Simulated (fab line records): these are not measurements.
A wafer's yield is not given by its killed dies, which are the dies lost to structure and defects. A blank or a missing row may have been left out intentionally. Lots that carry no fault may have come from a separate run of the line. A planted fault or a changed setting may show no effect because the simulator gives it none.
What tool caused it? :: flow gf180mcu :: 13 lots with 39 wafers sampled at 2 steps, on a route of 602 steps

WHAT THE GAUGES READ, wafer by wafer
GF_V3_BOW_MEAS_05.
lot: L227
measured: day 21 16:21
on: filmMetro-02
V3_BOW (um): 116 124 118

lot: L229
measured: day 22 14:35
on: filmMetro-03
V3_BOW (um): 126 121 120

lot: L231
measured: day 23 02:02
on: filmMetro-01
V3_BOW (um): 116 119 141

lot: L232
measured: day 23 03:45
on: filmMetro-02
V3_BOW (um): 114 110 118

lot: L233
measured: day 23 18:24
on: filmMetro-03
V3_BOW (um): 115 113 109

lot: L240
measured: day 25 23:16
on: filmMetro-03
V3_BOW (um): 111 125 102

lot: L241
measured: day 26 08:00
on: filmMetro-02
V3_BOW (um): 128 115 124

lot: L242
measured: day 26 14:10
on: filmMetro-02
V3_BOW (um): 125 120 117

lot: L243
measured: day 26 18:01
on: filmMetro-03
V3_BOW (um): 118 115 108

lot: L244
measured: day 27 04:23
on: filmMetro-01
V3_BOW (um): 118 135 121

lot: L246
measured: day 27 17:42
on: filmMetro-03
V3_BOW (um): 112 115 113

lot: L247
measured: day 27 22:58
on: filmMetro-02
V3_BOW (um): 110 101 106

lot: L250
measured: day 28 23:18
on: filmMetro-02
V3_BOW (um): 130 122 127

WHICH TOOL RAN EACH LOT (tool, then ch and the chambers of the sampled wafers, then the start)
lot: L227
GF_M3_SPUTTER_02: pvdSputter-04, day 20 14:05

lot: L229
GF_M3_SPUTTER_02: pvdSputter-04, day 21 13:21

lot: L231
GF_M3_SPUTTER_02: pvdSputter-01, day 22 01:38

lot: L232
GF_M3_SPUTTER_02: pvdSputter-01, day 22 03:39

lot: L233
GF_M3_SPUTTER_02: pvdSputter-04, day 22 18:05

lot: L240
GF_M3_SPUTTER_02: pvdSputter-01, day 25 00:38

lot: L241
GF_M3_SPUTTER_02: pvdSputter-04, day 25 09:16

lot: L242
GF_M3_SPUTTER_02: pvdSputter-01, day 25 15:44

lot: L243
GF_M3_SPUTTER_02: pvdSputter-04, day 25 19:26

lot: L244
GF_M3_SPUTTER_02: pvdSputter-01, day 26 06:14

lot: L246
GF_M3_SPUTTER_02: pvdSputter-01, day 26 20:32

lot: L247
GF_M3_SPUTTER_02: pvdSputter-03, day 27 01:53

lot: L250
GF_M3_SPUTTER_02: pvdSputter-03, day 28 01:39
- GF_M3_SPUTTER_02: material AlCu, target thk 450 nm, time 23.9 s.

AS READ BY THE TOOLS THEMSELVES (means over the sampled wafers that have a number; for cases with no such wafer, the mark the record gives instead)
GF_M3_SPUTTER_02.
lot: L227
tool: pvdSputter-04
throttleValvePct (%): 30.2

lot: L229
tool: pvdSputter-04
throttleValvePct (%): 30.5

lot: L231
tool: pvdSputter-01
throttleValvePct (%): 30.0

lot: L232
tool: pvdSputter-01
throttleValvePct (%): 29.8

lot: L233
tool: pvdSputter-04
throttleValvePct (%): 30.1

lot: L240
tool: pvdSputter-01
throttleValvePct (%): 29.9

lot: L241
tool: pvdSputter-04
throttleValvePct (%): 30.6

lot: L242
tool: pvdSputter-01
throttleValvePct (%): 29.9

lot: L243
tool: pvdSputter-04
throttleValvePct (%): 30.3

lot: L244
tool: pvdSputter-01
throttleValvePct (%): 29.6

lot: L246
tool: pvdSputter-01
throttleValvePct (%): 29.9

lot: L247
tool: pvdSputter-03
throttleValvePct (%): 30.6

lot: L250
tool: pvdSputter-03
throttleValvePct (%): 30.6

THE ANSWER, worked out from the rows above alone
Rule: what is usual is taken from the lots themselves. Put in order of their means at a reading, lots are off if they are a third of the lots or fewer, leave a main group of 4 or more, and stand apart from it by a gap of 3 or more times the standard deviation of the main group's means; of several such gaps the widest counts. A main group whose means are all the same, to the digits that the tables above print for the reading, isn't used. A lot without any number at a reading at which 4 lots or more have one is off too. All remaining lots with rows at the step are treated as sound. Order of review: gauges by route order, followed by the tools' own readings, for which a lot's mean as printed above is used. The first step at which some lot is off is used, and at that step the reading that is off furthest; a lot without a number counts as furthest.
None of the lots is off at any reading shown; this tells nothing.

WHAT WAS PUT IN BY THE SIMULATOR
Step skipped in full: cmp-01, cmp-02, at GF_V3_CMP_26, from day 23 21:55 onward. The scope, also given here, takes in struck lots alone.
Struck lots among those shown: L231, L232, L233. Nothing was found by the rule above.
